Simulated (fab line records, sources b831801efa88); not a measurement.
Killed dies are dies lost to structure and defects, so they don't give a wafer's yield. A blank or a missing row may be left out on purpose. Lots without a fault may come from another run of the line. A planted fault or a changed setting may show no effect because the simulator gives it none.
A struck lot beside a sound one | flow sky130 | 19 steps out of a route of 708
Sound: wafers L812.1, L812.2, L812.3. Struck: wafers L825.1, L825.4, L825.5. The cause comes at the end.
At each step with rows: each side's tool, then ch and its chambers, then its first start. Under that, the readings that differ: sound wafers | struck wafers | difference of the means | sigmas: that difference in standard deviations of wafers without a fault.
alike: readings whose means differ by less than 2 such deviations, and words and numbers that are the same on both sides. not compared: withheld readings, readings that some wafer has no value for, bounds like >300 that may hide the same value, and numbers for which the record gives no deviation and whose values overlap.
The two part at a step that has a row with sigmas, a row that says differs or no value, or rows on one side only. Numbers that don't overlap but have no deviation are shown without sigmas and don't part them. A reading that every wafer of one side lacks parts them only if that side has two wafers or more.

first, 4 steps without rows for these wafers: SKY_VT_ADJUST_PCH_SOFTBAKE_03; SKY_VT_ADJUST_PCH_EXPOSE_04 (exposes mask NWM, target cd 840 nm); SKY_VT_ADJUST_PCH_PEB_05; SKY_VT_ADJUST_PCH_DEVELOP_06 (develop time 60 s).
SKY_VT_ADJUST_PCH_OVL_MEAS_07:
  sound on overlay-02, day 13 12:44; struck on overlay-01, day 17 11:02
  alike: VT_ADJUST_PCH_OVL
then, 1 step without rows for these wafers: SKY_VT_ADJUST_PCH_IMPLANT_08.
SKY_VT_ADJUST_PCH_STRIP_09: strips in O2/N2.
  sound on plasma_asher-04 ch 0,1, day 13 12:56; struck on plasma_asher-01 ch 0,1, day 17 11:14
  alike: drypump_motor_current_A, oes_product_au, strip_time_to_endpoint_s
  not compared: rf_hours_counter_h
SKY_VT_ADJUST_PCH_TW_MEAS_10:
  sound on film_metro-01, day 13 13:02; struck on film_metro-03, day 17 11:20
  alike: VT_ADJUST_PCH_TW
then, 4 steps without rows for these wafers: SKY_SONOS_TUNNEL_DEHYDRATE_00 (time 60 s); SKY_SONOS_TUNNEL_HMDS_01 (prime time 60 s); SKY_SONOS_TUNNEL_COAT_02 (resist thk 1140 nm); SKY_SONOS_TUNNEL_SOFTBAKE_03 (time 60 s).
SKY_SONOS_TUNNEL_EXPOSE_04: exposes mask TUNM, target cd 410 nm.
  sound on iline_stepper-02 ch 0, day 14 01:17; struck on iline_stepper-01 ch 0, day 18 02:04
  reading                              | sound                   | struck            | difference | sigmas
  model.SONOS_TUNNEL.overlay_x_nm (nm) | -0.4337 -0.4337 -0.4337 | 260.4 260.4 260.4 | +260.8     |
  alike: mask
then, 2 steps without rows for these wafers: SKY_SONOS_TUNNEL_PEB_05; SKY_SONOS_TUNNEL_DEVELOP_06 (develop time 60 s).
SKY_SONOS_TUNNEL_CD_MEAS_07: target cd 410 nm.
  sound on cd_sem-01, day 14 14:29; struck on cd_sem-01, day 18 16:56
  reading    | sound             | struck            | difference | sigmas
  cd_nm (nm) | 405.7 402.1 407.0 | 411.2 412.3 409.0 | +5.9       | +2
SKY_SONOS_TUNNEL_OVL_MEAS_08:
  sound on overlay-01, day 14 14:37; struck on overlay-02, day 18 17:04
  reading               | sound          | struck            | difference | sigmas
  SONOS_TUNNEL_OVL (nm) | -0.8 -0.3 -0.1 | 259.9 260.6 260.1 | +260.6     | +99 or more
then, 1 step without rows for these wafers: SKY_SONOS_TUNNEL_IMPLANT_09.
-- the record jumps here: 32 days lie between the struck wafers' starts before and after (it left off in module SONOS_TUNNEL and takes up again in module PAD_OPEN, whose first step shown is number 708 of the route) --
SKY_PAD_OPEN_PROBE_99:
  sound on prober-01, day 48 04:35; struck on prober-01, day 50 15:42
  reading                                     | sound                   | struck                     | difference | sigmas
  killed_at_front_end                         | 21 13 19                | 426 417 432                | +407       | +93
  killed_dies                                 | 97 82 93                | 492 492 492                | +401       | +41
  killed_on_rim                               | 21 23 21                | 96 96 96                   | +74        | +19
  model.etest.sonos_erased.drive_ua_um        | 226.4 194.3 196.5       | 58.92 47.6 52.67           | -152.67    |
  model.etest.sonos_uncharged.r_on_ohm_um     | 801.2 809.9 793.9       | 734.9 740.1 737.8          | -64.1      |
  model.etest.sonos_programmed.off_log10_a_um | -13.94 -13.89 -13.91    | -5.059 -5.344 -5.048       | +8.763     |
  model.etest.sonos_erased.vt_v (V)           | -2.385 -2.334 -2.342    | -0.7666 -0.7091 -0.7435    | +1.6139    |
  model.etest.sonos_programmed.vt_v (V)       | 1.502 1.566 1.55        | 0.181 0.192 0.1426         | -1.367     |
  model.etest.sonos_baked.vt_v (V)            | 0.9629 1.038 1.02       | -0.03859 -0.01994 -0.04313 | -1.04085   |
  model.etest.sonos_uncharged.vt_v (V)        | -0.4459 -0.4232 -0.4357 | -0.7318 -0.7519 -0.7546    | -0.3112    |
  model.etest.sonos_baked.vt_less_v (V)       | -0.5394 -0.5282 -0.5301 | -0.2196 -0.2119 -0.1857    | +0.3268    |
  alike: killed_at_M0_to_M3, killed_at_M4_up, killed_at_contacts, killed_at_other, killed_open, killed_short

WHERE THEY PART
First at SKY_SONOS_TUNNEL_CD_MEAS_07; last, within this record, at SKY_PAD_OPEN_PROBE_99.

WHY: what the simulator had put in
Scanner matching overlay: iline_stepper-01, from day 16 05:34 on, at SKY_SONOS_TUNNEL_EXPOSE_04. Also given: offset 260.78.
